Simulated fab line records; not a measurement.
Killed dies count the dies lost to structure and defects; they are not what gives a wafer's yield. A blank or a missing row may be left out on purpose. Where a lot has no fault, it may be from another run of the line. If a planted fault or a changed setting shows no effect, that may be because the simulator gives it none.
One fault seen from 2 desks    flow sky130    each desk has only its own numbers; what lay behind them comes last

## METROLOGY DESK
Means of the sampled wafers that have a number, per lot and without regard to the tool the lot ran on: this is what the gauges read. The brackets show how far a lot's mean lies from the usual mean; more than 4 standard deviations puts the lot out of limits, marked OUT.
Columns: A = GATE_OXIDE_OVL at SKY_GATE_OXIDE_OVL_MEAS_10, usual -1.3 nm; B = GATE_OXIDE_TW at SKY_GATE_OXIDE_TW_MEAS_14, usual 223.5
lot   first seen here  A     B
L934  day 15 23:21     0.3   222.9
L935  day 16 09:13     -1.4  226.2
L938  day 17 07:25     -0.9  225.8
L939  day 17 12:13     0.3   224.8
L949  day 21 20:07     -2.4  226.6
L951  day 22 00:18     -0.4  225.1
Result from this desk: across the 6 lots, nothing is out of limits.

## DESK OF THE TOOL OWNER: furnace-02
The tool's own readings at SKY_GATE_OXIDE_OXIDATION_16 (stabilise 600 s, purge 300 s, target thk 3.57 nm): means of the sampled wafers that have a number, for each lot that ran on this tool. The brackets show how far a lot's mean lies from the usual mean; more than 4 standard deviations puts the lot out of limits, marked OUT.
Columns: A = spike_tc_lower_C at SKY_GATE_OXIDE_OXIDATION_16, usual 800.0 C; B = spike_tc_top_C at SKY_GATE_OXIDE_OXIDATION_16, usual 815.6 C; C = tube_center_temp_C at SKY_GATE_OXIDE_OXIDATION_16, usual 799.99 C; D = zone_power_lower_pct at SKY_GATE_OXIDE_OXIDATION_16, usual 14.0 %; E = zone_power_top_pct at SKY_GATE_OXIDE_OXIDATION_16, usual 29.6 %
lot   first seen here  A      B      C       D     E
L934  day 16 00:58     800.3  814.1  800.05  14.3  29.0
L935  day 16 09:44     800.5  814.3  799.95  14.7  29.0
L938  day 17 11:48     800.7  815.0  800.01  14.6  28.7
L939  day 17 15:54     800.2  816.1  800.02  14.4  28.6
Result from this desk: across the 4 lots, nothing is out of limits.

## BROUGHT TOGETHER
At the metrology desk, nothing out of limits was observed.
Nothing out of limits was seen by the tool owner's desk.

## WHAT WAS PUT IN BY THE SIMULATOR
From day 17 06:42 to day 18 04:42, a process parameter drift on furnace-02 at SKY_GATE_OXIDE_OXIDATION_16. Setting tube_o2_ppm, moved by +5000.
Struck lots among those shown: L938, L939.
